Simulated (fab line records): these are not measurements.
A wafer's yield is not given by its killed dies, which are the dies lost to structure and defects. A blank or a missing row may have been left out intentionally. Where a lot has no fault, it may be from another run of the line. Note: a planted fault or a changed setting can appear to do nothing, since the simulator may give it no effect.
Chamber matching / flow sky130 / 4 sister chambers for SKY_LI_CONTACT_CMP_24 on cmp-02
The step polishes, stops on PSG, t overpolish 20 s, target thk 0 nm. 18 wafers are shown with their chamber, then 9 later ones without.

== EACH WAFER AND ITS CHAMBER ==
wafer=L074.1; chamber=0; motor_current_A (A)=11.4; time_to_endpoint_s (s)=95; overpolish_run_s (s)=19.995
wafer=L074.2; chamber=1; motor_current_A (A)=12.2; time_to_endpoint_s (s)=95; overpolish_run_s (s)=19.997
wafer=L074.3; chamber=2; motor_current_A (A)=10.1; time_to_endpoint_s (s)=95; overpolish_run_s (s)=19.982
wafer=L078.3; chamber=2; motor_current_A (A)=10.0; time_to_endpoint_s (s)=94; overpolish_run_s (s)=20.006
wafer=L078.5; chamber=3; motor_current_A (A)=10.8; time_to_endpoint_s (s)=98; overpolish_run_s (s)=19.991
wafer=L078.6; chamber=2; motor_current_A (A)=10.9; time_to_endpoint_s (s)=93; overpolish_run_s (s)=20.002
wafer=L079.1; chamber=1; motor_current_A (A)=12.3; time_to_endpoint_s (s)=97; overpolish_run_s (s)=20.004
wafer=L079.3; chamber=0; motor_current_A (A)=11.4; time_to_endpoint_s (s)=98; overpolish_run_s (s)=19.999
wafer=L079.4; chamber=3; motor_current_A (A)=9.9; time_to_endpoint_s (s)=96; overpolish_run_s (s)=19.993
wafer=L088.1; chamber=2; motor_current_A (A)=10.8; time_to_endpoint_s (s)=89; overpolish_run_s (s)=19.998
wafer=L088.3; chamber=0; motor_current_A (A)=11.0; time_to_endpoint_s (s)=91; overpolish_run_s (s)=20.012
wafer=L088.6; chamber=1; motor_current_A (A)=12.2; time_to_endpoint_s (s)=95; overpolish_run_s (s)=19.987
wafer=L089.2; chamber=3; motor_current_A (A)=10.2; time_to_endpoint_s (s)=93; overpolish_run_s (s)=19.994
wafer=L089.4; chamber=1; motor_current_A (A)=12.2; time_to_endpoint_s (s)=99; overpolish_run_s (s)=20.015
wafer=L089.5; chamber=2; motor_current_A (A)=10.7; time_to_endpoint_s (s)=96; overpolish_run_s (s)=20.006
wafer=L092.2; chamber=0; motor_current_A (A)=11.4; time_to_endpoint_s (s)=93; overpolish_run_s (s)=19.999
wafer=L092.4; chamber=2; motor_current_A (A)=10.3; time_to_endpoint_s (s)=92; overpolish_run_s (s)=20.009
wafer=L092.5; chamber=2; motor_current_A (A)=10.4; time_to_endpoint_s (s)=93; overpolish_run_s (s)=19.992

SIGNATURES (averages over the wafers above)
reading=motor_current_A; chamber 0=11.300; chamber 1=12.225; chamber 2=10.457; chamber 3=10.300; scatter within a chamber=0.303
reading=time_to_endpoint_s; chamber 0=94.25; chamber 1=96.50; chamber 2=93.14; chamber 3=95.67; scatter within a chamber=2.41
reading=overpolish_run_s; chamber 0=20.00125; chamber 1=20.00075; chamber 2=19.99929; chamber 3=19.99267; scatter within a chamber=0.00899
Rule: for a wafer and a chamber, the distance is found by dividing, reading by reading, the gap between the wafer's reading and the chamber's mean by the reading's scatter, squaring, summing and taking the root. The wafer belongs to the nearest chamber; if the next one is less than 2 further off, it can't be placed. The scatter: take each reading less its chamber's mean, square it, sum over the shown wafers, divide by the number of wafers less the number of chambers, and take the root.

== WAFERS WHOSE CHAMBER IS MISSING ==
wafer=L091.1; motor_current_A (A)=11.0; time_to_endpoint_s (s)=94; overpolish_run_s (s)=19.985
wafer=L091.2; motor_current_A (A)=10.4; time_to_endpoint_s (s)=92; overpolish_run_s (s)=19.995
wafer=L091.4; motor_current_A (A)=11.4; time_to_endpoint_s (s)=93; overpolish_run_s (s)=20.005
wafer=L093.1; motor_current_A (A)=10.2; time_to_endpoint_s (s)=92; overpolish_run_s (s)=19.995
wafer=L093.2; motor_current_A (A)=10.9; time_to_endpoint_s (s)=95; overpolish_run_s (s)=19.990
wafer=L093.3; motor_current_A (A)=10.4; time_to_endpoint_s (s)=95; overpolish_run_s (s)=19.990
wafer=L097.1; motor_current_A (A)=12.0; time_to_endpoint_s (s)=101; overpolish_run_s (s)=19.996
wafer=L097.4; motor_current_A (A)=10.2; time_to_endpoint_s (s)=99; overpolish_run_s (s)=20.010
wafer=L097.5; motor_current_A (A)=10.8; time_to_endpoint_s (s)=99; overpolish_run_s (s)=20.001

== THE CHAMBER EACH PASSED THROUGH ==
wafer=L091.1; from the rows above=can't be placed: 0 or 2 or 3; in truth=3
wafer=L091.2; from the rows above=can't be placed: 2 or 3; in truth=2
wafer=L091.4; from the rows above=0; in truth=0
wafer=L093.1; from the rows above=can't be placed: 2 or 3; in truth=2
wafer=L093.2; from the rows above=can't be placed: 0 or 2 or 3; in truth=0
wafer=L093.3; from the rows above=can't be placed: 3 or 2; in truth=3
wafer=L097.1; from the rows above=can't be placed: 1 or 0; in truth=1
wafer=L097.4; from the rows above=can't be placed: 3 or 2 or 0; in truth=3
wafer=L097.5; from the rows above=can't be placed: 3 or 0 or 2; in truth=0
Placed correctly: 1 of 9. These rows do not allow placing 8 (true chamber among the candidates in 8). 0 placed wrongly.
